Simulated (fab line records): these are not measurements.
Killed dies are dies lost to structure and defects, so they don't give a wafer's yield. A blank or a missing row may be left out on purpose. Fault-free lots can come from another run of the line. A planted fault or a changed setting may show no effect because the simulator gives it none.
Which tool is to blame? ; flow sky130 ; Sampling: 12 lots, 36 wafers, 2 of 708 route steps

## WHAT EACH GAUGE READ, for each wafer
SKY_METAL1_OVL_MEAS_16.
lot;measured;on;METAL1_OVL (nm)
L075;day 32 21:24;overlay-02;-1 6 -10
L077;day 33 13:16;overlay-01;3 -2 -1
L079;day 34 10:30;overlay-02;-6 -5 2
L081;day 35 02:26;overlay-01;-4 1 -2
L083;day 35 21:15;overlay-02;-7 -5 -2
L085;day 36 07:01;overlay-01;0 -12 -9
L087;day 37 03:07;overlay-02;-5 -3 -5
L089;day 37 18:20;overlay-01;-2 -4 -7
L091;day 38 06:46;overlay-02;-10 2 -3
L094;day 39 05:15;overlay-01;3 2 10
L095;day 39 08:05;overlay-02;1 -1 4
L097;day 39 19:31;overlay-02;-9 -14 -10

## TOOL THAT RAN EACH LOT (tool first, then ch and the chambers of the sampled wafers, then the start)
lot;SKY_CONTACT_CMP_27
L075;cmp-02 ch 0,2, day 31 18:04
L077;cmp-02 ch 0,2,3, day 32 10:20
L079;cmp-02 ch 0,1,2, day 33 08:01
L081;cmp-01 ch 1,3, day 34 00:08
L083;cmp-01 ch 0,1,2, day 34 18:10
L085;cmp-01 ch 2,3, day 35 04:48
L087;cmp-02 ch 0,1,3, day 36 00:02
L089;cmp-01 ch 0,2,3, day 36 16:04
L091;cmp-01 ch 1,2,3, day 37 04:27
L094;cmp-01 ch 0,2,3, day 38 03:11
L095;cmp-01 ch 0,2,3, day 38 05:59
L097;cmp-01 ch 0,2, day 38 18:02
- SKY_CONTACT_CMP_27: polishes, stops on SiO2, t overpolish 15 s, target thk 0 nm.

## THE ANSWER, worked out from the rows above alone
Rule: the lots themselves supply what counts as usual. The widest of any qualifying gaps counts: lots, ordered by their means at a reading, are off when they make up no more than a third of the lots, leave a main group of 4 or more, and stand apart from it by 3 or more times the standard deviation of that group's means. The tables above print the reading to a certain number of digits; a main group whose means all agree to those digits is not used. Also off: a lot with no number at a reading for which 4 or more lots have one. All remaining lots with rows at the step are treated as sound.
No lot is off on any of the readings shown, so nothing can be concluded from this.

## WHAT THE SIMULATOR PUT IN
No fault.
